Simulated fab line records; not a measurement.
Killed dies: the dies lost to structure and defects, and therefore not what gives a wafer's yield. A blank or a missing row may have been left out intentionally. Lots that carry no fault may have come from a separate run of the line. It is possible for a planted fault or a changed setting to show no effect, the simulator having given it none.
Comparing a struck lot with a sound one    flow sky130    35 steps out of a route of 708
Sound: wafers L105.1, L105.3, L105.4. The struck wafers were L991.3, L991.5, L991.6. At the end, the cause is stated.
For every step that has rows: the tool of each side, followed by ch and its chambers, followed by its first start. Under that, the readings that differ: sound wafers    struck wafers    difference of the means    sigmas: that difference in standard deviations of wafers without a fault.
alike: readings whose means differ by less than 2 such deviations, and words and numbers that are the same on both sides. not compared: withheld readings, readings that some wafer has no value for, bounds like >300 that may hide the same value, and numbers for which the record gives no deviation and whose values overlap.
The two part at a step that has a row with sigmas, a row that says differs or no value, or rows on one side only. Non-overlapping numbers with no deviation appear without sigmas and do not part them. A reading missing from all wafers of one side parts the sides only when that side holds two or more wafers.

first, 10 steps without rows for these wafers: SKY_GATE_OXIDE_COAT_05 (resist thk 1140 nm); SKY_GATE_OXIDE_SOFTBAKE_06 (time 60 s); SKY_GATE_OXIDE_EXPOSE_07 (exposes mask LVOM, target cd 600 nm); SKY_GATE_OXIDE_PEB_08; SKY_GATE_OXIDE_DEVELOP_09 (develop time 60 s); SKY_GATE_OXIDE_IMPLANT_11; SKY_GATE_OXIDE_WET_ETCH_12 (etches SiO2 in dHF, target depth 16.8 nm, time 336 s); SKY_GATE_OXIDE_STRIP_13 (strips in O2/N2); SKY_GATE_OXIDE_CLEAN_15 (cleans in SC1/SC2, time 150 s); SKY_GATE_OXIDE_OXIDATION_16 (stabilise 600 s, purge 300 s, target thk 3.57 nm).
SKY_POLY_GATE_CVD_00: deposits poly-Si, target thk 180 nm, time 720 s.
  sound on lpcvd-01 ch 0, day 21 19:59; struck on lpcvd-01 ch 1, day 15 21:45
reading                                        sound              struck             difference  sigmas
model.poly-Si_of_POLY_GATE_CVD_00.thk-nm (nm)  182.3 181.7 181.6  122.7 123.2 123.2  -58.8       
  alike: spike-tc-lower-C
SKY_POLY_GATE_THK_MEAS_01:
  struck on film-metro-04, day 15 23:47; sound on film-metro-04, day 21 21:11
reading                    sound              struck             difference  sigmas
POLY_GATE_CVD_00_THK (nm)  182.4 181.7 181.6  122.7 123.2 123.3  -58.8       -28
  not compared: hold
then, 8 steps without rows for these wafers: SKY_RES_PROTECT_HMDS_01 (prime time 60 s); SKY_RES_PROTECT_COAT_02 (resist thk 1140 nm); SKY_RES_PROTECT_SOFTBAKE_03 (time 60 s); SKY_RES_PROTECT_EXPOSE_04 (exposes mask RPM, target cd 1270 nm); SKY_RES_PROTECT_PEB_05; SKY_RES_PROTECT_DEVELOP_06 (develop time 60 s); SKY_POLY_GATE_IMPLANT_02; SKY_RES_PROTECT_STRIP_07 (strips in O2/N2).
SKY_RES_PROTECT_CLEAN_09: cleans in SC1/SC2, time 150 s.
  sound on wet-bench-02 ch 2, day 23 04:41; struck on wet-bench-04 ch 2, day 17 04:33
reading                                        sound            struck             difference  sigmas
model.poly-Si_of_POLY_GATE_CVD_00.thk-nm (nm)  181.6 181.1 181  122.1 122.5 122.6  -58.8       
then, 11 steps without rows for these wafers: SKY_POLY_GATE_CVD_03 (deposits Si3N4 from DCS/NH3, target thk 75 nm, time 1290 s); SKY_POLY_GATE_DEHYDRATE_05 (time 60 s); SKY_POLY_GATE_HMDS_06 (prime time 60 s); SKY_POLY_GATE_COAT_07 (resist thk 110 nm); SKY_POLY_GATE_COAT_08 (resist thk 450 nm); SKY_POLY_GATE_SOFTBAKE_09 (time 91.84 s); SKY_POLY_GATE_EXPOSE_10 (exposes mask P1M, target cd 150 nm); SKY_POLY_GATE_PEB_11; SKY_POLY_GATE_DEVELOP_12 (develop time 60 s); SKY_POLY_GATE_ETCH_15 (etches BARC in N2/H2, stops on SiO2, time 118.5 s, target depth 110 nm); SKY_POLY_GATE_ETCH_16 (etches Si3N4 in CH3F/O2, stops on poly-Si, time 147.5 s, target depth 75 nm).
SKY_POLY_GATE_ETCH_17: etches poly-Si in HBr/Cl2, stops on SiO2, target depth 180 nm, time 70.5 s.
  sound on rie-si-02 ch 0,1, day 24 12:13; struck on rie-si-02 ch 0,1, day 18 12:09
reading                                sound              struck             difference  sigmas
oes-product-au (a.u.)                  0.994 0.993 0.987  0.761 0.764 0.770  -0.226      -28
model.etch.depth-nm (nm)               177 180.3 177.6    122.1 122.5 122.6  -55.9       
model.POLY_GATE.feature-depth-nm (nm)  177 180.3 177.6    122.1 122.5 122.6  -55.9       
  alike: HBr_flow_sccm, bias-w, drypump-motor-current-A, rf-fwd-power-W, throttle-valve-pct
  not compared: rf-hours-counter-h
then, 1 step without rows for these wafers: SKY_POLY_GATE_STRIP_18 (strips in O2/N2).
-- the record jumps here: 29 days lie between the struck wafers' starts before and after (it left off in module POLY_GATE and takes up again in module PAD_OPEN, whose first step shown is number 708 of the route) --
SKY_PAD_OPEN_PROBE_99:
  struck on prober-01, day 47 03:35; sound on prober-02, day 50 19:52
reading                               sound              struck             difference  sigmas
model.etest.res-xhigh-po.line-ohm-um  5602 5721 5576     4945 4994 4812     -716        
model.etest.res-high-po.line-ohm-um   752.5 749.9 753.2  965.4 976.1 931.6  +205.8      
model.etest.res-poly.line-ohm-um      523 520 544.6      761.1 745.4 681.6  +200.2      
model.etest.res-xhigh-po.rs-ohm-sq    1978 1986 1938     1697 1700 1672     -278        
model.etest.res-high-po.rs-ohm-sq     261 263.1 260.9    335.3 334.6 328.3  +71.1       
model.etest.licon-high-po.rc-ohm      347.8 362.1 364.9  302.1 302.6 301.5  -56.2       
  alike: killed_at_M0_to_M3, killed_at_M4_up, killed-at-contacts, killed-at-front-end, killed-at-other, killed-dies, killed-open, killed-short
  not compared: model.etest.tip-sonos.rs-ohm-sq, model.etest.res-pwde-under-gate.rs-ohm-sq

== WHERE THEY PART ==
At SKY_POLY_GATE_THK_MEAS_01 first; at SKY_POLY_GATE_ETCH_17 last (within this record only). Later steps at which nothing parts them and some readings are alike: SKY_PAD_OPEN_PROBE_99.

WHY: what had been put in by the simulator
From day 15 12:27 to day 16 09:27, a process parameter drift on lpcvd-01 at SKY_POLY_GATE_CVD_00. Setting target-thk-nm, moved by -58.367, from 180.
